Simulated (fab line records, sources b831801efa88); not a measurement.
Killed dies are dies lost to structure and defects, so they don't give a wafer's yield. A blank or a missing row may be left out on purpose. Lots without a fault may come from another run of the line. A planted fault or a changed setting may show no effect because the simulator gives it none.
Problem report in the 8D (eight disciplines) form, filled by code | flow sky130 | the parts of the form that need people (team, actions taken, sign-off) are left out

1. THE PROBLEM
VIA1_HDPCVD_THK at SKY_VIA1_THK_MEAS_01 reads a mean of 393 nm on 3 wafers of 3 lots; wafers without a fault read 1036 nm with a standard deviation of 10. That is -64 standard deviations from the usual mean.
First seen on wafer L694.5, day 36 04:41, on film_metro-04. The record holds 44 wafers of 15 lots with a number at this step. Rule for "out", or "out of limits": more than 4 standard deviations from the usual mean. The other wafers with a number count as sound.

2. WHAT IT IS AND WHAT IT IS NOT
question                    | is                           | is not
which readings at this step | VIA1_HDPCVD_THK              | -
which lots                  | L694, L695, L696             | L685, L687, L688, L690, L691, L692, L693, L702, L704, L705, L706, L707
which wafers of those lots  | L694.5, L695.5, L696.5       | L694.1, L694.3, L695.1, L695.6, L696.1
read on which gauges        | film_metro-02, film_metro-04 | film_metro-03
when                        | from day 36 04:41            | up to then (23 sound wafers); but 18 sound wafers of L695, L696, L702, L704, L705, L706, L707 came after

3. SUSPECTS, AND WHAT RULES EACH OUT
Counting: a tool at a process step up to the reading stays a suspect if it ran every lot that is out. Sound lots after the first of them don't rule it out here, since some wafers of a struck lot are sound.
- the gauge at SKY_VIA1_THK_MEAS_01: ruled out. The wafers that are out were read on 2 gauges (film_metro-02, film_metro-04).
- hdpcvd-01 at SKY_VIA1_HDPCVD_00 (deposits SiO2, target thk 1030 nm, time 171.7 s): kept. It ran every lot that is out, first L694 (day 36 04:34); its last sound lot up to then is L692 (day 35 17:49).
Left after counting: hdpcvd-01 at SKY_VIA1_HDPCVD_00.

4. THE CAUSE (what the simulator had put in)
Process parameter drift: hdpcvd-01, from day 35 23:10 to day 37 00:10, at SKY_VIA1_HDPCVD_00. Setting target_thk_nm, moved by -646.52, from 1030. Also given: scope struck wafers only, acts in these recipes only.
Counting left only this tool.

5. THE CHAIN OF EFFECTS, in route order
Each row: a reading whose mean over the struck wafers that have a number lies more than 3 standard deviations from the usual. Only readings for which the record gives a usual standard deviation are gone through. hours: the time from each lot's start at the first step in this table that gives one to its start at this step, as a median over the lots. sigmas: the change in usual standard deviations.
hours | step                 | reading         | usual   | on struck wafers | change | sigmas
0     | SKY_VIA1_THK_MEAS_01 | VIA1_HDPCVD_THK | 1036 nm | 393              | -643   | -64

6. WHAT WOULD HAVE CAUGHT IT SOONER
In this record the first reading out of limits at a measuring or inspecting step was taken at day 36 04:41, 6 hours after the fault began at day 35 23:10.
Of the tool readings at SKY_VIA1_HDPCVD_00 for which the record gives a usual standard deviation, none was out on any struck wafer, so an alarm limit of 4 standard deviations on them would not have fired.
Of the lots that are out (3), L695, L696 began SKY_VIA1_HDPCVD_00 on hdpcvd-01 after day 36 04:41. A hold on the tool at that time would have spared those 2.
